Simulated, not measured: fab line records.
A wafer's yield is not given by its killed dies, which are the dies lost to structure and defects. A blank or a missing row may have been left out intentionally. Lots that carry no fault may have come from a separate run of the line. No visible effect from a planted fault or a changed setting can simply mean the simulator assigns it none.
Lot-split experiment    flow sfq_line    23 wafers read across 5 lots, on a route 325 steps long

## THE SPLIT ITSELF
At SFQ_TRILAYER_I2_DEP_PECVD_063 (deposits SiO2 from SiH4/N2O, time 111.11 s, target thk 500 nm), the setting time_s was moved away from the recipe's 111.11 s on 4 of the 23 wafers read, by +4.1% to +6.9%. All remaining wafers had this setting at the recipe value.

The reading comes from the split's own step.

## THE READING
SiO2_of_TRILAYER_I2_DEP_PECVD_063.thk_nm (the simulator's own value, which no gauge read), in nm, at SFQ_TRILAYER_I2_DEP_PECVD_063 (deposits SiO2 from SiH4/N2O, time 111.11 s, target thk 500 nm). No usual value for it is given in the file. Here, 19 wafers ran the recipe; their average is 501.7 nm with a standard deviation of 4.7 nm.

wafer   tool, chamber at the split  time_s as run, s  against the recipe  SiO2_of_TRILAYER_I2_DEP_PECVD_063.thk_nm, nm  against lot-mates on the recipe
L075.1  pecvd-04, 2                 111.11            recipe              502.2                                         -
L075.2  pecvd-04, 0                 111.11            recipe              499.4                                         -
L075.3  pecvd-04, 2                 111.11            recipe              506.7                                         -
L075.5  pecvd-04, 2                 111.11            recipe              503.9                                         -
L075.6  pecvd-04, 0                 111.11            recipe              502.6                                         -
L077.1  pecvd-04, 1                 111.11            recipe              497.6                                         -
L077.3  pecvd-04, 0                 111.11            recipe              500.1                                         -
L077.4  pecvd-04, 0                 111.11            recipe              502.7                                         -
L077.5  pecvd-04, 2                 111.11            recipe              510                                           -
L077.6  pecvd-04, 1                 111.11            recipe              509.1                                         -
L078.1  pecvd-02, 2                 111.11            recipe              494.8                                         -
L078.5  pecvd-02, 1                 111.11            recipe              507.3                                         -
L078.6  pecvd-02, 0                 111.11            recipe              501.7                                         -
L079.2  pecvd-04, 2                 111.11            recipe              496.3                                         -
L079.3  pecvd-04, 0                 115.7             +4.1%               512.8                                         +11.8
L079.4  pecvd-04, 1                 111.11            recipe              500.5                                         -
L079.5  pecvd-04, 0                 115.7             +4.1%               524.2                                         +23.2
L079.6  pecvd-04, 2                 111.11            recipe              506.3                                         -
L080.1  pecvd-03, 1                 111.11            recipe              496.9                                         -
L080.2  pecvd-03, 0                 111.11            recipe              500.5                                         -
L080.3  pecvd-03, 2                 111.11            recipe              493                                           -
L080.4  pecvd-03, 1                 118.8             +6.9%               533.7                                         +36.9
L080.5  pecvd-03, 0                 118.8             +6.9%               541.7                                         +44.9

THE FIT
A straight line over all 23 wafers: SiO2_of_TRILAYER_I2_DEP_PECVD_063.thk_nm changes by +4.93 nm for each +1% of time_s; r = +0.91; the points scatter about the line by 5.1 nm.
The same after taking each lot's own level away (the mean of its wafers on the recipe; 23 wafers): +5.5 nm for each +1%; r = +0.94; scatter 4.7 nm.
Per that fit: largest time_s move, reading shift of 38 nm.
The lots' own levels span 496.80 to 503.90 nm, that is 1.5 times the standard deviation above.
So the lot-to-lot level changes the slope: the two fits differ.
Check: with one of the wafers moved furthest among these (+6.9%) left out of the fit, the line predicts +38.5 nm for it against its lot-mates. It came out at +36.9 nm against them.

## OTHER SPLITS ON THESE WAFERS
Note: prior to the reading, these wafers also went through further splits. Each is held against what the fit with the lots' levels taken away leaves over:
other split on the same wafers                     wafers away from the commonest value  r with SiO2_of_TRILAYER_I2_DEP_PECVD_063.thk_nm (lot level and that fit taken away)
SFQ_TRILAYER_M1_LITHO_PEB_042 peb_temp_c           10                                    +0.33
SFQ_TRILAYER_I1_DEP_PECVD_045 time_s               10                                    +0.04
SFQ_TRILAYER_I1_VIA_LITHO_COAT_054 spin_rpm        5                                     +0.09
SFQ_TRILAYER_I1_VIA_BARC_OPEN_VIA_ETCH_071 time_s  7                                     +0.15
SFQ_TRILAYER_M2_LITHO_COAT_062 resist_thk_nm       8                                     +0.03
SFQ_TRILAYER_M2_LITHO_COAT_057 spin_rpm            11                                    +0.23

## THE WHOLE CHAIN: every reading that the file lists as answering this split, in the file's order
step                           what it does                                                   reading                                                                                    change (the file's fit)               r (the file's)
SFQ_TRILAYER_I2_DEP_PECVD_063  deposits SiO2 from SiH4/N2O, time 111.11 s, target thk 500 nm  SiO2_of_TRILAYER_I2_DEP_PECVD_063.thk_nm (the simulator's own value, which no gauge read)  +5.47 nm for each +1% of the setting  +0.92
SFQ_TRILAYER_I2_CMP_CMP_064    polishes SiO2                                                  time_to_endpoint_s                                                                         withheld for each +1% of the setting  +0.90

## THE FILE'S OWN FIT
SiO2_of_TRILAYER_I2_DEP_PECVD_063.thk_nm changes by +5.47 nm for each +1% of time_s, r = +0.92.
